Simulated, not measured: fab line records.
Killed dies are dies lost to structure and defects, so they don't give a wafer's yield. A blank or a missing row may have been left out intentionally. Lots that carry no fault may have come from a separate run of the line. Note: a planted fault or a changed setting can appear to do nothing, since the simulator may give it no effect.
fab line records	flow sky130
record lots=24	wafers=72	last_day=50
route steps=708 shown LOCAL_INTERCONNECT@387 METAL4@630 METAL5@667 PAD_OPEN@702
lots that met no fault: taken from a fault-free run of the same line
start_h: start of the lot's first displayed wafer, in hours after the record's first day	wait_h: hours from the lot's prior step to this one	" the same as in the row above	L1.1+2: a single row standing in for several wafers	- no value, or no start was given	* or withheld: withheld	< > ~ a bound
route shown NAME@n: NAME is a module with steps in the file, n the number in the route of the first one	usual: mean/standard deviation of fault-free wafers	same: alike in all rows	chamber/n: place in a boat	sites: per-site readings	_std_site: their standard deviation	_edge_site: mean of outer sites minus mean of inner sites	radius_mm: how far each site lies from the wafer's centre	mask NAME#n: copy n	behind: the last tool/chamber to shape the wafer	hold: why the lot was held/for how many hours/how that ended	device: transistor that didn't switch, given as n, p or np	end of line: tests run on the same wafers once the route is complete	a step given without rows: its recipe and nothing more	killed: at the first sort, the dies lost to defects and structure; wafer yield is something else	map: per-die view of a wafer (x killed, . not killed, _ where there is no die)
set.NAME: the setting the step ran with; set.NAME@STEP: the setting that earlier step ran with	model.NAME: the simulator's own value behind a step, which no gauge read
steps of the route over a sample of lots; a table a step, a row a wafer
services: the hour from which a tool's chamber was out of use, counted from the record's first day as start_h (under 0 if before that day), plus the number of hours and why
## steps
# step SKY_LOCAL_INTERCONNECT_SPUTTER_00
# recipe material=TiN	target_thk_nm=100	temp_c=300	power_w=6500	time_s=83.3	chamber_pressure_pa=0.4
# usual throttle_valve_pct=29.8/0.76
# same time_s=83.3
lot.wafer	tool	chamber	start_h	wait_h	throttle_valve_pct
L074.2	pvd_sputter-04	-	684.92	0.1	29.5
L074.3	"	-	"	"	30.5
L074.6	"	-	"	"	28.9
L075.1	pvd_sputter-04	-	696.77	0.1	29.5
L075.3	"	-	"	"	30.8
L075.6	"	-	"	"	30.0
L076.1	pvd_sputter-04	-	703.74	0.1	29.6
L076.2	"	-	"	"	30.7
L076.4	"	-	"	"	28.7
L077.2	pvd_sputter-04	-	721.66	0.1	30.0
L077.3	"	-	"	"	29.4
L077.6	"	-	"	"	30.7
L078.2	pvd_sputter-02	-	722.01	0.2	31.1
L078.3	"	-	"	"	31.2
L078.6	"	-	"	"	29.5
L079.1	pvd_sputter-04	-	733.76	0.1	30.8
L079.3	"	-	"	"	29.2
L079.4	"	-	"	"	29.1
L080.1	pvd_sputter-02	-	746.84	0.1	31.2
L080.4	"	-	"	"	30.0
L080.5	"	-	"	"	29.7
L081.1	pvd_sputter-01	-	752.89	0.2	29.4
L081.2	"	-	"	"	28.8
L081.3	"	-	"	"	30.6
L082.1	pvd_sputter-04	-	774.39	0.1	29.3
L082.2	"	-	"	"	28.7
L082.3	"	-	"	"	30.7
L083.1	pvd_sputter-02	-	779.27	0.1	28.5
L083.3	"	-	"	"	29.7
L083.6	"	-	"	"	29.7
L084.2	pvd_sputter-04	-	783.36	0.2	28.8
L084.4	"	-	"	"	29.9
L084.6	"	-	"	"	29.0
L086.1	pvd_sputter-04	-	787.56	0.1	29.8
L086.3	"	-	"	"	29.9
L086.6	"	-	"	"	29.3
L085.3	pvd_sputter-04	-	789.31	0.2	28.9
L085.4	"	-	"	"	30.5
L085.6	"	-	"	"	29.8
L087.2	pvd_sputter-01	-	800.03	0.1	29.2
L087.4	"	-	"	"	30.4
L087.5	"	-	"	"	30.4
L088.1	pvd_sputter-01	-	802.83	0.2	30.8
L088.3	"	-	"	"	30.8
L088.6	"	-	"	"	29.5
L089.1	pvd_sputter-04	-	813.42	0.2	29.8
L089.2	"	-	"	"	29.0
L089.3	"	-	"	"	30.7
L090.2	pvd_sputter-04	-	815.19	0.1	30.7
L090.4	"	-	"	"	29.9
L090.6	"	-	"	"	30.5
L091.1	pvd_sputter-04	-	824.14	0.1	30.1
L091.3	"	-	"	"	30.5
L091.5	"	-	"	"	29.6
L092.1	pvd_sputter-04	-	829.84	0.2	29.0
L092.2	"	-	"	"	30.0
L092.6	"	-	"	"	30.7
L093.4	pvd_sputter-01	-	835.96	0.2	29.0
L093.5	"	-	"	"	30.4
L093.6	"	-	"	"	29.6
L095.1	pvd_sputter-01	-	855.59	0.1	30.5
L095.3	"	-	"	"	30.6
L095.6	"	-	"	"	30.5
L094.3	pvd_sputter-02	-	859.48	0.2	28.4
L094.4	"	-	"	"	30.8
L094.5	"	-	"	"	28.4
L096.4	pvd_sputter-04	-	864.05	0.2	29.6
L096.5	"	-	"	"	29.0
L096.6	"	-	"	"	30.6
L097.1	pvd_sputter-01	-	864.35	0.2	29.4
L097.4	"	-	"	"	29.0
L097.5	"	-	"	"	29.0
# step SKY_LOCAL_INTERCONNECT_THK_MEAS_02
# recipe thk_meas_gauge=xrf	reads=TiN_of_LOCAL_INTERCONNECT_SPUTTER_00
# usual LOCAL_INTERCONNECT_TIN_THK=99.9/1.3
lot.wafer	tool	chamber	start_h	wait_h	LOCAL_INTERCONNECT_TIN_THK[nm]
L074.2	film_metro-03	-	685.11	0.1	100.1
L074.3	"	-	"	"	101.8
L074.6	"	-	"	"	100.4
L075.1	film_metro-01	-	696.95	0.1	99.2
L075.3	"	-	"	"	101.7
L075.6	"	-	"	"	98.7
L076.1	film_metro-01	-	703.92	0.1	97.7
L076.2	"	-	"	"	100.4
L076.4	"	-	"	"	99.2
L077.2	film_metro-04	-	721.85	0.1	97.4
L077.3	"	-	"	"	98.4
L077.6	"	-	"	"	99.8
L078.2	film_metro-04	-	722.20	0.1	102.1
L078.3	"	-	"	"	100.4
L078.6	"	-	"	"	100.6
L079.1	film_metro-03	-	733.94	0.1	103.1
L079.3	"	-	"	"	101.0
L079.4	"	-	"	"	102.8
L080.1	film_metro-01	-	747.03	0.1	101.1
L080.4	"	-	"	"	100.3
L080.5	"	-	"	"	101.1
L081.1	film_metro-01	-	753.13	0.1	100.4
L081.2	"	-	"	"	99.0
L081.3	"	-	"	"	97.8
L082.1	film_metro-01	-	774.57	0.1	98.5
L082.2	"	-	"	"	99.6
L082.3	"	-	"	"	100.5
L083.1	film_metro-03	-	779.45	0.1	99.7
L083.3	"	-	"	"	100.9
L083.6	"	-	"	"	100.5
L084.2	film_metro-01	-	783.55	0.1	99.9
L084.4	"	-	"	"	99.0
L084.6	"	-	"	"	99.9
L086.1	film_metro-04	-	787.74	0.1	98.7
L086.3	"	-	"	"	98.9
L086.6	"	-	"	"	98.1
L085.3	film_metro-03	-	789.51	0.1	101.0
L085.4	"	-	"	"	100.2
L085.6	"	-	"	"	99.6
L087.2	film_metro-01	-	800.22	0.1	100.6
L087.4	"	-	"	"	99.7
L087.5	"	-	"	"	99.5
L088.1	film_metro-01	-	803.01	0.1	98.2
L088.3	"	-	"	"	100.7
L088.6	"	-	"	"	100.7
L089.1	film_metro-04	-	813.60	0.1	99.4
L089.2	"	-	"	"	99.4
L089.3	"	-	"	"	100.4
L090.2	film_metro-01	-	815.38	0.1	98.3
L090.4	"	-	"	"	96.8
L090.6	"	-	"	"	98.9
L091.1	film_metro-03	-	824.33	0.1	100.2
L091.3	"	-	"	"	101.6
L091.5	"	-	"	"	100.9
L092.1	film_metro-01	-	830.02	0.1	99.1
L092.2	"	-	"	"	97.7
L092.6	"	-	"	"	100.3
L093.4	film_metro-03	-	836.17	0.1	99.5
L093.5	"	-	"	"	100.7
L093.6	"	-	"	"	102.6
L095.1	film_metro-04	-	855.77	0.1	100.8
L095.3	"	-	"	"	97.9
L095.6	"	-	"	"	99.0
L094.3	film_metro-04	-	859.69	0.1	100.3
L094.4	"	-	"	"	100.7
L094.5	"	-	"	"	100.3
L096.4	film_metro-04	-	864.26	0.1	99.4
L096.5	"	-	"	"	100.5
L096.6	"	-	"	"	100.5
L097.1	film_metro-04	-	864.53	0.1	99.6
L097.4	"	-	"	"	97.8
L097.5	"	-	"	"	97.4
# step SKY_METAL4_OVL_MEAS_14
# usual METAL4_OVL=2/6.2
lot.wafer	tool	chamber	start_h	wait_h	METAL4_OVL[nm]
L074.2	overlay-02	-	990.20	0.1	-2
L074.3	"	-	"	"	-2
L074.6	"	-	"	"	0
L075.1	overlay-02	-	998.19	0.1	11
L075.3	"	-	"	"	9
L075.6	"	-	"	"	3
L076.1	overlay-01	-	1005.06	0.1	4
L076.2	"	-	"	"	4
L076.4	"	-	"	"	-2
L077.2	overlay-01	-	1019.32	0.1	3
L077.3	"	-	"	"	10
L077.6	"	-	"	"	2
L078.2	overlay-02	-	1021.65	0.1	9
L078.3	"	-	"	"	6
L078.6	"	-	"	"	12
L079.1	overlay-02	-	1031.26	0.1	5
L079.3	"	-	"	"	-5
L079.4	"	-	"	"	5
L080.1	overlay-02	-	1039.59	0.1	-13
L080.4	"	-	"	"	1
L080.5	"	-	"	"	-13
L081.1	overlay-02	-	1045.64	0.1	5
L081.2	"	-	"	"	0
L081.3	"	-	"	"	12
L082.1	overlay-01	-	1062.64	0.1	9
L082.2	"	-	"	"	6
L082.3	"	-	"	"	11
L083.1	overlay-02	-	1068.61	0.1	9
L083.3	"	-	"	"	7
L083.6	"	-	"	"	4
L084.2	overlay-01	-	1069.27	0.1	6
L084.4	"	-	"	"	7
L084.6	"	-	"	"	10
L085.3	overlay-01	-	1074.90	0.1	4
L085.4	"	-	"	"	1
L085.6	"	-	"	"	-3
L086.1	overlay-01	-	1075.54	0.1	-3
L086.3	"	-	"	"	-3
L086.6	"	-	"	"	5
L087.2	overlay-01	-	1082.50	0.1	11
L087.4	"	-	"	"	7
L087.5	"	-	"	"	2
L088.1	overlay-02	-	1084.34	0.1	1
L088.3	"	-	"	"	0
L088.6	"	-	"	"	-3
L089.1	overlay-02	-	1095.54	0.1	9
L089.2	"	-	"	"	8
L089.3	"	-	"	"	8
L090.2	overlay-01	-	1096.85	0.1	-2
L090.4	"	-	"	"	-7
L090.6	"	-	"	"	-3
L091.1	overlay-01	-	1102.86	0.1	-8
L091.3	"	-	"	"	1
L091.5	"	-	"	"	-6
L092.1	overlay-02	-	1105.04	0.1	6
L092.2	"	-	"	"	2
L092.6	"	-	"	"	-4
L093.4	overlay-01	-	1112.18	0.1	4
L093.5	"	-	"	"	13
L093.6	"	-	"	"	-5
L095.1	overlay-02	-	1126.41	0.1	-11
L095.3	"	-	"	"	-9
L095.6	"	-	"	"	8
L094.3	overlay-02	-	1130.07	0.1	7
L094.4	"	-	"	"	-3
L094.5	"	-	"	"	0
L096.4	overlay-01	-	1132.36	0.1	1
L096.5	"	-	"	"	7
L096.6	"	-	"	"	4
L097.1	overlay-02	-	1133.19	0.1	-2
L097.4	"	-	"	"	-11
L097.5	"	-	"	"	0
# step SKY_METAL5_THK_MEAS_06
# recipe thk_meas_gauge=xrf	reads=AlCu_of_METAL5_SPUTTER_02
# usual METAL5_ALCU_THK=1152/15
lot.wafer	tool	chamber	start_h	wait_h	METAL5_ALCU_THK[nm]
L074.2	film_metro-03	-	1017.58	0.1	1137
L074.3	"	-	"	"	1154
L074.6	"	-	"	"	1148
L075.1	film_metro-01	-	1024.82	0.1	1147
L075.3	"	-	"	"	1179
L075.6	"	-	"	"	1173
L076.1	film_metro-03	-	1031.91	0.1	1135
L076.2	"	-	"	"	1169
L076.4	"	-	"	"	1162
L077.2	film_metro-01	-	1045.76	0.1	1126
L077.3	"	-	"	"	1180
L077.6	"	-	"	"	1162
L078.2	film_metro-03	-	1047.29	0.1	1168
L078.3	"	-	"	"	1145
L078.6	"	-	"	"	1173
L079.1	film_metro-03	-	1056.93	0.1	1154
L079.3	"	-	"	"	1119
L079.4	"	-	"	"	1145
L080.1	film_metro-01	-	1064.03	0.1	1170
L080.4	"	-	"	"	1164
L080.5	"	-	"	"	1165
L081.1	film_metro-02	-	1070.47	0.1	1130
L081.2	"	-	"	"	1129
L081.3	"	-	"	"	1145
L082.1	film_metro-01	-	1087.89	0.1	1138
L082.2	"	-	"	"	1122
L082.3	"	-	"	"	1163
L083.1	film_metro-01	-	1093.67	0.1	1154
L083.3	"	-	"	"	1138
L083.6	"	-	"	"	1144
L084.2	film_metro-02	-	1093.89	0.1	1147
L084.4	"	-	"	"	1128
L084.6	"	-	"	"	1144
L085.3	film_metro-02	-	1098.41	0.1	1167
L085.4	"	-	"	"	1158
L085.6	"	-	"	"	1162
L086.1	film_metro-03	-	1099.98	0.1	1126
L086.3	"	-	"	"	1146
L086.6	"	-	"	"	1124
L087.2	film_metro-03	-	1106.60	0.1	1151
L087.4	"	-	"	"	1156
L087.5	"	-	"	"	1160
L088.1	film_metro-01	-	1108.57	0.1	1148
L088.3	"	-	"	"	1155
L088.6	"	-	"	"	1153
L089.1	film_metro-01	-	1118.93	0.1	1141
L089.2	"	-	"	"	1130
L089.3	"	-	"	"	1118
L090.2	film_metro-01	-	1120.23	0.1	1142
L090.4	"	-	"	"	1151
L090.6	"	-	"	"	1158
L091.1	film_metro-02	-	1126.48	0.1	1165
L091.3	"	-	"	"	1126
L091.5	"	-	"	"	1135
L092.1	film_metro-02	-	1129.21	0.1	1155
L092.2	"	-	"	"	1167
L092.6	"	-	"	"	1158
L093.4	film_metro-01	-	1135.85	0.1	1154
L093.5	"	-	"	"	1143
L093.6	"	-	"	"	1139
L095.1	film_metro-01	-	1149.07	0.1	1125
L095.3	"	-	"	"	1144
L095.6	"	-	"	"	1150
L094.3	film_metro-03	-	1153.12	0.1	1149
L094.4	"	-	"	"	1154
L094.5	"	-	"	"	1165
L096.4	film_metro-03	-	1154.25	0.1	1177
L096.5	"	-	"	"	1159
L096.6	"	-	"	"	1173
L097.1	film_metro-03	-	1155.32	0.1	1166
L097.4	"	-	"	"	1186
L097.5	"	-	"	"	1161
# step SKY_METAL5_DESCUM_14
# recipe chemistry=O2	source_power_w=150	bias_power_w=0	pressure_mtorr=10	temp_c=40	time_s=11
# usual drypump_motor_current_A=6.1/0.33	oes_product_au=0.992/0.015	temp_c=40.02/0.11
# same time_s=11
lot.wafer	tool	chamber	start_h	wait_h	drypump_motor_current_A	oes_product_au	rf_hours_counter_h	temp_c
L074.2	rie_metal-01	0	1038.87	0.1	6.1	0.967	22	40.02
L074.3	"	0	"	"	6.2	0.959	-	40.04
L074.6	"	1	"	"	6.4	1.015	-	40.07
L075.1	rie_metal-03	1	1046.92	0.1	5.7	0.987	4	40.07
L075.3	"	1	"	"	5.7	0.981	-	40.20
L075.6	"	0	"	"	6.0	0.984	-	39.92
L076.1	rie_metal-04	1	1054.05	0.1	6.6	1.000	8	40.05
L076.2	"	0	"	"	5.6	0.993	13	40.08
L076.4	"	1	"	"	6.5	1.001	-	40.07
L077.2	rie_metal-01	1	1067.92	0.1	6.4	1.019	14	40.04
L077.3	"	1	"	"	6.5	1.025	-	40.03
L077.6	"	0	"	"	6.2	0.969	-	39.97
L078.2	rie_metal-04	1	1068.32	0.1	6.6	0.992	9	39.94
L078.3	"	1	"	"	6.6	0.992	-	39.99
L078.6	"	0	"	"	5.6	0.981	-	40.16
L079.1	rie_metal-03	1	1078.62	0.1	5.7	0.987	6	39.86
L079.3	"	1	"	"	5.7	0.983	-	39.95
L079.4	"	0	"	"	6.0	0.979	-	40.07
L080.1	rie_metal-01	1	1085.22	0.1	6.4	1.020	16	39.91
L080.4	"	1	"	"	6.4	1.020	-	39.86
L080.5	"	1	"	"	6.4	1.006	-	39.92
L081.1	rie_metal-01	1	1091.72	0.1	6.4	1.022	16	39.92
L081.2	"	1	"	"	6.4	1.015	-	40.08
L081.3	"	1	"	"	6.4	1.013	-	40.04
L082.1	rie_metal-01	0	1108.52	0.1	6.1	0.983	0	40.02
L082.2	"	1	"	"	6.4	1.006	18	40.08
L082.3	"	1	"	"	6.4	1.005	-	40.14
L083.1	rie_metal-03	0	1114.00	0.1	6.0	0.972	15	39.89
L083.3	"	0	"	"	6.0	0.974	-	40.14
L083.6	"	1	"	"	5.7	0.981	-	40.05
L084.2	rie_metal-01	1	1114.82	0.1	6.4	1.011	19	40.07
L084.4	"	1	"	"	6.4	1.002	-	39.76
L084.6	"	1	"	"	6.4	1.011	-	40.08
L085.3	rie_metal-03	0	1118.03	0.1	6.0	0.972	-	40.05
L085.4	"	1	"	"	5.7	0.986	-	39.90
L085.6	"	0	"	"	6.0	0.968	-	40.03
L086.1	rie_metal-03	1	1119.50	0.1	5.7	0.979	10	39.97
L086.3	"	0	"	"	6.0	0.988	-	40.13
L086.6	"	1	"	"	5.7	0.993	-	39.95
L087.2	rie_metal-01	0	1126.27	0.1	6.1	0.995	1	40.13
L087.4	"	0	"	"	6.1	0.987	-	39.88
L087.5	"	1	"	"	6.4	1.009	-	39.97
L088.1	rie_metal-01	0	1128.52	0.1	6.1	0.991	2	39.92
L088.3	"	1	"	"	6.4	1.016	-	40.14
L088.6	"	0	"	"	6.1	0.985	-	40.04
L089.1	rie_metal-01	0	1138.32	0.1	6.1	0.992	3	39.94
L089.2	"	1	"	"	6.4	1.014	21	40.21
L089.3	"	0	"	"	6.1	0.991	-	39.97
L090.2	rie_metal-04	0	1139.60	0.1	5.6	0.984	18	40.11
L090.4	"	1	"	"	6.5	0.995	-	39.84
L090.6	"	1	"	"	6.5	0.986	-	39.65
L091.1	rie_metal-04	1	1145.50	0.1	6.6	0.998	14	39.87
L091.3	"	1	"	"	6.5	1.003	-	39.95
L091.5	"	0	"	"	5.6	0.990	-	39.98
L092.1	rie_metal-03	0	1148.52	0.1	6.0	0.974	19	40.04
L092.2	"	1	"	"	5.7	0.988	12	40.06
L092.6	"	1	"	"	5.7	0.984	-	40.12
L093.4	rie_metal-03	1	1154.69	0.1	5.7	0.989	-	40.09
L093.5	"	0	"	"	6.0	0.978	-	39.84
L093.6	"	1	"	"	5.7	0.993	-	39.96
L095.1	rie_metal-03	0	1167.27	0.1	6.0	0.969	20	40.05
L095.3	"	0	"	"	6.0	0.970	-	40.11
L095.6	"	1	"	"	5.7	0.985	-	40.06
L094.3	rie_metal-04	1	1170.88	0.1	6.6	1.009	-	40.03
L094.4	"	0	"	"	5.6	0.993	-	39.85
L094.5	"	1	"	"	6.6	1.002	-	40.00
L096.4	rie_metal-03	1	1172.33	0.1	5.7	0.994	-	39.94
L096.5	"	0	"	"	6.0	0.984	-	40.10
L096.6	"	1	"	"	5.7	0.984	-	39.93
L097.1	rie_metal-04	1	1173.20	0.1	6.6	1.004	16	40.15
L097.4	"	0	"	"	5.6	0.981	-	39.99
L097.5	"	1	"	"	6.6	0.993	-	40.02
# step SKY_PAD_OPEN_STRIP_08
# recipe chemistry=O2/N2	power_w=1400	pressure_mtorr=1500	platen_temp_c=withheld	overash_fraction=0.7	o2_flow_sccm=3000	n2_flow_sccm=300
# usual drypump_motor_current_A=5.7/0.5	oes_product_au=0.663/0.0048	strip_time_to_endpoint_s=37.08/0.088
lot.wafer	tool	chamber	start_h	wait_h	drypump_motor_current_A	oes_product_au	rf_hours_counter_h	strip_time_to_endpoint_s
L074.2	plasma_asher-03	1	1083.98	0.1	5.8	0.660	65	37.07
L074.3	"	0	"	"	6.0	0.668	-	37.06
L074.6	"	1	"	"	5.9	0.668	-	37.06
L075.1	plasma_asher-04	1	1090.95	0.1	4.9	0.655	2	37.08
L075.3	"	0	"	"	6.1	0.670	-	37.01
L075.6	"	0	"	"	6.1	0.668	-	37.11
L076.1	plasma_asher-02	0	1097.83	0.1	5.1	0.663	34	37.05
L076.2	"	1	"	"	6.1	0.666	34	37.14
L076.4	"	1	"	"	6.2	0.667	-	37.03
L077.2	plasma_asher-04	0	1109.93	0.1	6.1	0.664	4	37.25
L077.3	"	1	"	"	4.9	0.661	-	37.18
L077.6	"	0	"	"	6.1	0.664	-	37.03
L078.2	plasma_asher-02	1	1110.88	0.1	6.2	0.658	35	37.26
L078.3	"	1	"	"	6.1	0.659	-	37.15
L078.6	"	1	"	"	6.1	0.665	-	37.16
L079.1	plasma_asher-02	1	1121.38	0.1	6.1	0.663	36	37.16
L079.3	"	0	"	"	5.1	0.666	-	37.12
L079.4	"	1	"	"	6.1	0.665	-	37.08
L080.1	plasma_asher-02	0	1128.25	0.1	5.1	0.660	37	37.09
L080.4	"	0	"	"	5.1	0.662	-	37.03
L080.5	"	0	"	"	5.1	0.667	-	37.13
L081.1	plasma_asher-04	1	1133.95	0.1	4.9	0.666	7	37.25
L081.2	"	0	"	"	6.1	0.663	7	37.19
L081.3	"	1	"	"	4.9	0.659	-	37.15
L082.1	plasma_asher-02	0	1149.88	0.1	5.1	0.667	40	37.17
L082.2	"	1	"	"	6.2	0.669	40	37.05
L082.3	"	0	"	"	5.1	0.663	-	37.16
L083.1	plasma_asher-04	1	1154.38	0.1	4.9	0.662	9	37.18
L083.3	"	0	"	"	6.1	0.666	-	37.16
L083.6	"	1	"	"	4.9	0.666	-	37.15
L084.2	plasma_asher-03	0	1154.50	0.1	6.0	0.665	69	37.00
L084.4	"	1	"	"	5.8	0.657	-	36.93
L084.6	"	0	"	"	6.1	0.665	-	36.96
L085.3	plasma_asher-02	1	1157.48	0.1	6.2	0.661	-	36.96
L085.4	"	0	"	"	5.1	0.661	-	37.11
L085.6	"	1	"	"	6.1	0.665	-	37.05
L086.1	plasma_asher-03	0	1160.43	0.1	6.1	0.664	70	37.16
L086.3	"	1	"	"	5.8	0.652	-	37.29
L086.6	"	1	"	"	5.8	0.671	-	37.23
L087.2	plasma_asher-02	1	1164.93	0.1	6.2	0.656	41	37.01
L087.4	"	0	"	"	5.1	0.666	-	37.04
L087.5	"	1	"	"	6.2	0.661	-	36.97
L088.1	plasma_asher-02	0	1167.73	0.1	5.1	0.665	42	37.01
L088.3	"	0	"	"	5.1	0.663	-	37.08
L088.6	"	0	"	"	5.1	0.673	-	37.13
L089.1	plasma_asher-04	0	1176.93	0.1	6.1	0.657	12	37.04
L089.2	"	1	"	"	4.9	0.667	12	37.09
L089.3	"	0	"	"	6.1	0.670	-	37.01
L090.2	plasma_asher-03	0	1178.08	0.1	6.1	0.670	72	37.06
L090.4	"	1	"	"	5.8	0.668	-	37.14
L090.6	"	0	"	"	6.1	0.663	-	37.09
L091.1	plasma_asher-02	0	1181.98	0.1	5.1	0.648	43	37.07
L091.3	"	1	"	"	6.2	0.663	-	37.12
L091.5	"	1	"	"	6.2	0.668	-	37.06
L092.1	plasma_asher-04	0	1186.53	0.1	6.1	0.667	12	37.11
L092.2	"	1	"	"	4.9	0.659	12	37.08
L092.6	"	1	"	"	4.9	0.663	-	37.18
L093.4	plasma_asher-03	0	1191.01	0.1	6.1	0.661	-	37.05
L093.5	"	1	"	"	5.8	0.671	-	37.04
L093.6	"	0	"	"	6.1	0.661	-	36.95
L095.1	plasma_asher-03	0	1201.35	0.1	6.0	0.667	74	37.02
L095.3	"	1	"	"	5.8	0.660	-	36.97
L095.6	"	0	"	"	6.1	0.661	-	37.02
L094.3	plasma_asher-02	0	1205.13	0.1	5.1	0.660	-	37.08
L094.4	"	1	"	"	6.1	0.668	-	37.05
L094.5	"	1	"	"	6.1	0.664	-	37.08
L096.4	plasma_asher-03	0	1207.13	0.1	6.1	0.664	-	37.01
L096.5	"	1	"	"	5.8	0.656	-	36.99
L096.6	"	0	"	"	6.1	0.662	-	36.94
L097.1	plasma_asher-04	1	1207.18	0.1	4.9	0.657	14	37.03
L097.4	"	1	"	"	4.9	0.660	-	37.04
L097.5	"	1	"	"	4.9	0.654	-	37.12
## services
tool	chamber	start_h	hours	kind
rie_metal-01	-	669.00	14.6	pm
pvd_sputter-04	-	711.30	1.0	repair
plasma_asher-04	-	711.74	1.2	repair
plasma_asher-02	-	733.75	9.0	pm
plasma_asher-03	-	743.86	1.3	repair
plasma_asher-02	-	750.87	11.6	repair
pvd_sputter-04	-	797.39	6.3	repair
plasma_asher-04	-	860.16	3.2	repair
plasma_asher-03	-	869.06	0.9	repair
pvd_sputter-04	-	878.17	1.7	repair
plasma_asher-03	-	900.15	2.8	pm
plasma_asher-02	-	913.74	4.6	repair
plasma_asher-03	-	920.68	1.0	repair
pvd_sputter-04	-	927.74	6.3	repair
plasma_asher-04	-	975.90	1.7	repair
plasma_asher-04	-	991.81	4.0	repair
pvd_sputter-04	-	1021.23	0.9	repair
plasma_asher-04	-	1029.24	0.6	repair
plasma_asher-04	-	1046.59	2.1	repair
plasma_asher-04	-	1055.25	9.0	pm
rie_metal-01	-	1064.44	0.4	repair
plasma_asher-03	-	1087.81	0.7	repair
rie_metal-01	1	1164.80	3.8	repair
pvd_sputter-04	-	1182.95	0.9	repair
## key
fault none
